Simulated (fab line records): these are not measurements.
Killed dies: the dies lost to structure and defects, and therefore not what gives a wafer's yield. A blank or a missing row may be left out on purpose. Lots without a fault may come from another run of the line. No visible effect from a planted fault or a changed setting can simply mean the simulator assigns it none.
Which tool was responsible? -- flow gf180mcu -- 10 lots, 30 wafers sampled, at 6 steps of a route of 602

== WHAT EACH GAUGE READ, for each wafer ==
GF_M4_CD_MEAS_14: target cd 280 nm.
lot,measured,on,cd_nm (nm)
L566,day 22 15:43,cd_sem-01,279.6 279.0 278.2
L568,day 23 16:27,cd_sem-02,280.1 279.8 279.5
L570,day 23 23:29,cd_sem-02,279.9 279.8 279.6
L572,day 26 18:29,cd_sem-02,279.8 278.4 279.6
L577,day 27 04:59,cd_sem-02,279.6 279.4 278.6
L578,day 27 06:17,cd_sem-02,281.1 280.6 280.2
L580,day 28 11:16,cd_sem-01,281.3 281.9 282.2
L582,day 28 17:50,cd_sem-01,279.0 278.1 278.1
L586,day 30 01:28,cd_sem-02,281.6 280.5 280.7
L585,day 30 02:21,cd_sem-02,281.2 279.9 281.4

GF_V4_RS_MEAS_24: measures by four-point-probe.
lot,measured,on,V4_W_RS (ohm/sq)
L566,day 23 16:49,film_metro-04,0.328 0.311 0.317
L568,day 24 16:56,film_metro-02,0.331 0.330 0.333
L570,day 24 23:28,film_metro-02,0.333 0.330 0.331
L572,day 27 17:24,film_metro-02,0.335 0.332 0.319
L577,day 28 03:07,film_metro-04,0.330 0.315 0.314
L578,day 28 04:12,film_metro-03,0.328 0.327 0.328
L580,day 29 08:32,film_metro-02,0.333 0.330 0.336
L582,day 29 14:43,film_metro-03,0.314 0.318 0.329
L586,day 30 21:38,film_metro-04,0.325 0.329 0.327
L585,day 30 22:05,film_metro-02,0.320 0.329 0.318

GF_MIM_RS_MEAS_10: measures by four-point-probe.
lot,measured,on,MIM_ALCU_RS (ohm/sq)
L566,day 23 17:43,film_metro-04,0.1591 0.1603 0.1629
L568,day 24 17:50,film_metro-04,0.1575 0.1599 0.1598
L570,day 25 00:35,film_metro-02,0.1599 0.1620 0.1598
L572,day 27 18:18,film_metro-04,0.1577 0.1596 0.1580
L577,day 28 04:01,film_metro-01,0.1620 0.1610 0.1597
L578,day 28 05:05,film_metro-01,0.1605 0.1599 0.1606
L580,day 29 09:25,film_metro-01,0.1593 0.1566 0.1597
L582,day 29 15:36,film_metro-02,0.1603 0.1591 0.1588
L586,day 30 22:32,film_metro-02,0.1607 0.1494 0.1587
L585,day 30 22:58,film_metro-01,0.1594 0.1610 0.1613

GF_MIM_THK_MEAS_11: measures by xrf.
lot,measured,on,MIM_ALCU_THK (nm)
L566,day 23 17:50,film_metro-04,199.9 196.2 194.5
L568,day 24 17:57,film_metro-04,200.2 198.4 196.4
L570,day 25 00:41,film_metro-02,199.5 195.1 197.3
L572,day 27 18:25,film_metro-04,200.2 198.4 199.5
L577,day 28 04:08,film_metro-01,196.5 198.3 199.3
L578,day 28 05:12,film_metro-01,199.5 200.2 199.5
L580,day 29 09:32,film_metro-01,199.3 202.3 198.7
L582,day 29 15:43,film_metro-02,197.2 199.2 198.7
L586,day 30 22:39,film_metro-02,197.2 212.3 199.2
L585,day 30 23:05,film_metro-01,199.8 195.8 197.2

== EACH LOT AND THE TOOL THAT RAN IT (in order: tool; ch and the chambers of the sampled wafers; start) ==
lot,GF_MIM_SPUTTER_08,GF_MIM_SPUTTER_09
L566,"pvd_sputter-02, day 23 17:39","pvd_sputter-02, day 23 17:41"
L568,"pvd_sputter-02, day 24 17:46","pvd_sputter-02, day 24 17:47"
L570,"pvd_sputter-04, day 25 00:30","pvd_sputter-04, day 25 00:32"
L572,"pvd_sputter-04, day 27 18:13","pvd_sputter-04, day 27 18:15"
L577,"pvd_sputter-04, day 28 03:57","pvd_sputter-04, day 28 03:58"
L578,"pvd_sputter-01, day 28 05:01","pvd_sputter-01, day 28 05:02"
L580,"pvd_sputter-02, day 29 09:22","pvd_sputter-02, day 29 09:23"
L582,"pvd_sputter-01, day 29 15:32","pvd_sputter-01, day 29 15:34"
L586,"pvd_sputter-02, day 30 22:28","pvd_sputter-02, day 30 22:29"
L585,"pvd_sputter-04, day 30 22:53","pvd_sputter-04, day 30 22:55"
- GF_MIM_SPUTTER_08: material AlCu, target thk 200 nm, time 10.6 s.
- GF_MIM_SPUTTER_09: material TiN, target thk 35 nm, time 29.2 s.

== AS READ BY THE TOOLS THEMSELVES (means over the sampled wafers that have a number; for cases with no such wafer, the mark the record gives instead) ==
GF_MIM_SPUTTER_08.
lot,tool,cathode_dc_power_W (W),throttle_valve_pct (%)
L566,pvd_sputter-02,10600,29.6
L568,pvd_sputter-02,10600,30.3
L570,pvd_sputter-04,10601,30.2
L572,pvd_sputter-04,10601,30.2
L577,pvd_sputter-04,10597,30.3
L578,pvd_sputter-01,10600,29.4
L580,pvd_sputter-02,10601,29.6
L582,pvd_sputter-01,10599,29.5
L586,pvd_sputter-02,10601,29.7
L585,pvd_sputter-04,10602,30.1

GF_MIM_SPUTTER_09.
lot,tool,cathode_dc_power_W (W),throttle_valve_pct (%)
L566,pvd_sputter-02,6500.5,29.4
L568,pvd_sputter-02,6500.8,30.3
L570,pvd_sputter-04,6500.7,30.3
L572,pvd_sputter-04,6499.7,30.2
L577,pvd_sputter-04,6500.1,30.3
L578,pvd_sputter-01,6499.6,29.7
L580,pvd_sputter-02,6500.5,29.5
L582,pvd_sputter-01,6501.2,29.5
L586,pvd_sputter-02,6500.2,30.0
L585,pvd_sputter-04,6500.9,30.1

== THE ANSWER, worked out from the rows above alone ==
Rule: what is usual is taken from the lots themselves. The widest of any qualifying gaps counts: lots, ordered by their means at a reading, are off when they make up no more than a third of the lots, leave a main group of 4 or more, and stand apart from it by 3 or more times the standard deviation of that group's means. A main group is skipped when, at the precision printed for the reading in the tables above, its means are all equal. A lot without any number at a reading at which 4 lots or more have one is off too. All remaining lots with rows at the step are treated as sound. First the gauges in route order, then the tools' own readings, where a lot's mean is used as printed above. The first step at which some lot is off is used, and at that step the reading that is off furthest; a lot without a number counts as furthest.
Across all readings shown, no lot is off: no conclusion can be drawn from this.

== WHAT THE SIMULATOR HAD PUT IN ==
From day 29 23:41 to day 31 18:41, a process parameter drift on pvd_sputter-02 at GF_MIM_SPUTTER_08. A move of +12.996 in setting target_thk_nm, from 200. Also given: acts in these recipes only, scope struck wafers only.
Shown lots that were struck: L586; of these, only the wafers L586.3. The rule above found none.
